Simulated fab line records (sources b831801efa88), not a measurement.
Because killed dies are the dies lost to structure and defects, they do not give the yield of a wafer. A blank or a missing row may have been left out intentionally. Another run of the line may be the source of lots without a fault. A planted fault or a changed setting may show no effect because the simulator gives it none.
Which of the tools did it? | flow sky130 | 14 lots with 41 wafers sampled at 5 steps, on a route of 708 steps

== WHAT THE GAUGES READ, wafer by wafer ==
SKY_METAL1_RS_MEAS_05: a four-point-probe measurement.
lot  | measured     | on            | METAL1_ALCU_RS (ohm/sq)
L202 | day 31 10:20 | film-metro-01 | 0.1292 0.1266 0.1289
L203 | day 31 22:19 | film-metro-04 | 0.1265 0.1253 0.1257
L205 | day 32 13:59 | film-metro-04 | 0.1296 0.1293 0.1276
L207 | day 33 08:52 | film-metro-03 | 0.1242 0.1239 0.1241
L208 | day 33 12:10 | film-metro-01 | 0.1266 0.1261 0.1267
L209 | day 33 19:10 | film-metro-01 | 0.1257 0.1293 0.1266
L210 | day 34 03:44 | film-metro-03 | 0.1276 0.1261 0.1261
L211 | day 34 11:32 | film-metro-03 | 0.1274 0.1260 0.1288
L212 | day 34 19:22 | film-metro-03 | 0.1257 0.1278 0.1269
L214 | day 35 16:10 | film-metro-03 | 0.1267 0.1258 0.1262
L215 | day 36 02:30 | film-metro-03 | 0.1281 0.1302 0.1295
L222 | day 37 19:34 | film-metro-03 | 0.1259 0.1256 0.1261
L223 | day 38 03:49 | film-metro-04 | 0.1245 0.1268
L225 | day 38 20:38 | film-metro-03 | 0.1283 0.1274 0.1268

SKY_METAL1_CD_MEAS_15 targets a cd of 140 nm.
lot  | measured     | on        | cd-nm (nm)
L202 | day 32 13:28 | cd-sem-01 | 140.7 139.8 139.9
L203 | day 33 00:19 | cd-sem-01 | 139.8 138.7 138.6
L205 | day 33 15:53 | cd-sem-02 | 138.2 139.1 137.6
L207 | day 34 11:01 | cd-sem-02 | 138.0 137.2 138.1
L208 | day 34 13:10 | cd-sem-01 | 140.1 139.6 139.2
L209 | day 34 21:26 | cd-sem-02 | 141.9 142.2 140.6
L210 | day 35 05:04 | cd-sem-01 | 140.1 140.1 141.2
L211 | day 35 14:23 | cd-sem-01 | 140.0 139.3 139.5
L212 | day 35 21:47 | cd-sem-02 | 139.9 140.8 140.8
L214 | day 36 18:57 | cd-sem-02 | 139.0 138.3 138.7
L215 | day 37 04:22 | cd-sem-01 | 139.4 138.3 138.9
L222 | day 38 20:10 | cd-sem-01 | 139.7 101.0 141.4 139.8 101.5 140.8
L223 | day 39 05:20 | cd-sem-01 | 99.2 140.7 98.8 141.1
L225 | day 39 21:32 | cd-sem-01 | 138.1 138.6 138.1

SKY_VIA1_CD_MEAS_12 targets a cd of 150 nm.
lot  | measured     | on        | cd-nm (nm)
L202 | day 33 17:07 | cd-sem-02 | 149.5 148.3 149.1
L203 | day 34 04:10 | cd-sem-01 | 151.0 151.3 151.8
L205 | day 34 19:40 | cd-sem-01 | 150.8 150.4 150.0
L207 | day 35 15:28 | cd-sem-01 | 149.2 146.5 148.6
L208 | day 35 17:25 | cd-sem-02 | 148.1 147.4 149.8
L209 | day 36 01:25 | cd-sem-01 | 150.4 152.2 150.8
L210 | day 36 09:28 | cd-sem-02 | 149.8 149.9 150.4
L211 | day 36 18:55 | cd-sem-01 | 148.9 146.8 147.1
L212 | day 37 02:20 | cd-sem-01 | 148.2 148.4 148.4
L214 | day 37 22:35 | cd-sem-02 | 149.6 148.8 148.6
L215 | day 38 07:43 | cd-sem-01 | 152.0 150.8 152.0
L222 | day 39 22:25 | cd-sem-02 | 149.1 147.1
L223 | day 40 07:43 | cd-sem-02 | 150.9
L225 | day 40 23:17 | cd-sem-01 | 147.4 146.8 147.7

SKY_VIA1_OVL_MEAS_13.
lot  | measured     | on         | VIA1_OVL (nm)
L202 | day 33 17:14 | overlay-02 | 7 3 5
L203 | day 34 04:15 | overlay-01 | -9 -6 -1
L205 | day 34 19:47 | overlay-02 | -5 -13 -10
L207 | day 35 15:35 | overlay-02 | -6 0 4
L208 | day 35 17:32 | overlay-01 | -2 0 1
L209 | day 36 01:32 | overlay-01 | -4 -5 -3
L210 | day 36 09:35 | overlay-01 | 5 -1 6
L211 | day 36 19:02 | overlay-01 | 2 -2 -1
L212 | day 37 02:26 | overlay-02 | -3 -3 -3
L214 | day 37 22:42 | overlay-02 | -1 -2 -3
L215 | day 38 07:50 | overlay-01 | 5 7 5
L222 | day 39 22:32 | overlay-02 | 0 5
L223 | day 40 07:48 | overlay-01 | -5
L225 | day 40 23:23 | overlay-01 | -1 7 7

== EACH LOT AND THE TOOL THAT RAN IT (in order: tool; ch and the chambers of the sampled wafers; start) ==
lot  | SKY_METAL1_EXPOSE_12
L202 | krf-scanner-01 ch 0, day 32 00:44
L203 | krf-scanner-02 ch 0, day 32 11:47
L205 | krf-scanner-01 ch 0, day 33 03:16
L207 | krf-scanner-02 ch 0, day 33 22:31
L208 | krf-scanner-02 ch 0, day 34 01:05
L209 | krf-scanner-02 ch 0, day 34 08:32
L210 | krf-scanner-02 ch 0, day 34 15:31
L211 | krf-scanner-02 ch 0, day 35 01:10
L212 | krf-scanner-01 ch 0, day 35 09:50
L214 | krf-scanner-01 ch 0, day 36 05:49
L215 | krf-scanner-01 ch 0, day 36 16:07
L222 | krf-scanner-02 ch 0, day 38 08:02
L223 | krf-scanner-02 ch 0, day 38 17:05
L225 | krf-scanner-01 ch 0, day 39 09:13
- SKY_METAL1_EXPOSE_12: exposes mask MM1, target cd 140 nm.

== AS READ BY THE TOOLS THEMSELVES (means over the sampled wafers that have a number; for cases with no such wafer, the mark the record gives instead) ==
The record holds no such reading with a usual standard deviation.

== THE ANSWER, worked out from the rows above alone ==
Rule: the lots themselves supply what counts as usual. Put in order of their means at a reading, lots are off if they are a third of the lots or fewer, leave a main group of 4 or more, and stand apart from it by a gap of 3 or more times the standard deviation of the main group's means; of several such gaps the widest counts. The tables above print the reading to a certain number of digits; a main group whose means all agree to those digits is not used. A lot without any number at a reading at which 4 lots or more have one is off too. Where the step has rows for the other lots, those lots are counted as sound. Order of review: gauges by route order, followed by the tools' own readings, for which a lot's mean as printed above is used. The first step at which some lot is off is used, and at that step the reading that is off furthest; a lot without a number counts as furthest.
Off: L222, L223 (SKY_METAL1_CD_MEAS_15, cd-nm). The main group: mean 139.4 nm, standard deviation 1.1.
If a tool, at a process step before that reading, ran all the lots that are off and no sound lot after the first of them, it fits. Gauges at SKY_METAL1_CD_MEAS_15: tried the same way as those tools. One fits: krf-scanner-02 at SKY_METAL1_EXPOSE_12. Its last sound lot is L211 (day 35 01:10), its first lot that is off L222 (day 38 08:02): a fault that began between those two fits.

== WHAT THE SIMULATOR PUT IN ==
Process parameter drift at SKY_METAL1_EXPOSE_12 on krf-scanner-02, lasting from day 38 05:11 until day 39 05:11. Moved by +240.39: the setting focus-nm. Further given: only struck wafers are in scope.
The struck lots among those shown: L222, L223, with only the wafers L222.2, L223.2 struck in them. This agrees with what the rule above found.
